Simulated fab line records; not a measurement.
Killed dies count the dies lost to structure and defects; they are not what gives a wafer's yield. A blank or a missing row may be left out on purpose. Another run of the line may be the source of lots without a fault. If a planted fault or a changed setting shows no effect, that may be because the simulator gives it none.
Split-lot trial + flow sfq-line + route with 325 steps; 5 lots, 23 wafers read

## THE SPLIT ITSELF
At SFQ_TRILAYER_I6_VIA_BARC_OPEN_VIA_ETCH_235 (etches BARC in O2, target depth 125 nm, time 41.7 s), the setting time-s was moved away from the recipe's 41.7 s on 4 of the 23 wafers read, by -11.6% to +4.7%. The other wafers ran this setting at the recipe's value.

The reading is taken at the split's own step.

## THE READING
oes-product-au, in a.u., at SFQ_TRILAYER_I6_VIA_BARC_OPEN_VIA_ETCH_235 (etches BARC in O2, target depth 125 nm, time 41.7 s). Typical for fault-free wafers on this fab line: 0.687 a.u., with standard deviation 0.0048 a.u.

| wafer  | tool, chamber at the split | time-s as run, s | against the recipe | oes-product-au, a.u. | against lot-mates on the recipe |
|--------|----------------------------|------------------|--------------------|----------------------|---------------------------------|
| L076.2 | rie-diel-03, 0             | 41.7             | recipe             | 0.691                | -                               |
| L076.3 | rie-diel-03, 1             | 41.7             | recipe             | 0.685                | -                               |
| L076.4 | rie-diel-03, 2             | 41.7             | recipe             | 0.688                | -                               |
| L076.5 | rie-diel-03, 0             | 41.7             | recipe             | 0.685                | -                               |
| L076.6 | rie-diel-03, 1             | 41.7             | recipe             | 0.691                | -                               |
| L077.1 | rie-diel-01, 0             | 41.7             | recipe             | 0.684                | -                               |
| L077.2 | rie-diel-01, 3             | 41.7             | recipe             | 0.681                | -                               |
| L077.3 | rie-diel-01, 1             | 36.87            | -11.6%             | 0.727                | +0.039                          |
| L077.4 | rie-diel-01, 2             | 41.7             | recipe             | 0.698                | -                               |
| L077.6 | rie-diel-01, 0             | 36.87            | -11.6%             | 0.724                | +0.036                          |
| L079.2 | rie-diel-01, 2             | 41.7             | recipe             | 0.700                | -                               |
| L079.4 | rie-diel-01, 1             | 41.7             | recipe             | 0.680                | -                               |
| L079.6 | rie-diel-01, 0             | 41.7             | recipe             | 0.691                | -                               |
| L082.1 | rie-diel-03, 0             | 41.7             | recipe             | 0.683                | -                               |
| L082.3 | rie-diel-03, 1             | 41.7             | recipe             | 0.686                | -                               |
| L082.4 | rie-diel-03, 3             | 41.7             | recipe             | 0.687                | -                               |
| L082.5 | rie-diel-03, 2             | 41.7             | recipe             | 0.694                | -                               |
| L082.6 | rie-diel-03, 1             | 41.7             | recipe             | 0.693                | -                               |
| L084.1 | rie-diel-01, 0             | 41.7             | recipe             | 0.684                | -                               |
| L084.2 | rie-diel-01, 3             | 43.64            | +4.7%              | 0.679                | -0.004                          |
| L084.3 | rie-diel-01, 2             | 41.7             | recipe             | 0.685                | -                               |
| L084.4 | rie-diel-01, 0             | 43.64            | +4.7%              | 0.677                | -0.006                          |
| L084.5 | rie-diel-01, 2             | 41.7             | recipe             | 0.681                | -                               |

THE FIT
A straight line over all 23 wafers: oes-product-au changes by -0.00307 a.u. for each +1% of time-s; r = -0.91; the points scatter about the line by 0.0055 a.u.
The same after taking each lot's own level away (the mean of its wafers on the recipe; 23 wafers): -0.00292 a.u. for each +1%; r = -0.89; scatter 0.0056 a.u.
Per that fit: largest time-s move, reading shift of 0.034 a.u.
Across the lots, their own levels run from 0.6833 to 0.6903 a.u., a range of 1.5 times the standard deviation given above.
The two slopes are in agreement: the lot-to-lot level therefore moves the slope only a little.
Check: +0.0315 a.u. against its lot-mates is what the line predicts for one of the wafers moved furthest among these (-11.6%) when that wafer is left out of the fit. Against them it came out at +0.0393 a.u.
Tool readings at the split's step, against how far the setting was moved: oes-product-au r = -0.91.

## FURTHER SPLITS ON THESE WAFERS
These wafers also went through other splits before the reading. Each is held against what the fit with the lots' levels taken away leaves over:
| other split on the same wafers                  | wafers away from the commonest value | r with oes-product-au (lot level and that fit taken away) |
|-------------------------------------------------|--------------------------------------|-----------------------------------------------------------|
| SFQ_TRILAYER_C5_LITHO_EXPOSE_152 dose-mj        | 10                                   | -0.17                                                     |
| SFQ_TRILAYER_M6_LITHO_COAT_159 spin-rpm         | 10                                   | +0.14                                                     |
| SFQ_TRILAYER_M6_BARC_OPEN_METAL_ETCH_206 time-s | 8                                    | -0.16                                                     |
| SFQ_TRILAYER_I6_VIA_LITHO_PEB_172 peb-time-s    | 7                                    | -0.41                                                     |

## FILE'S OWN FIT
oes-product-au changes by -0.003 a.u. for each +1% of time-s, r = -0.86.
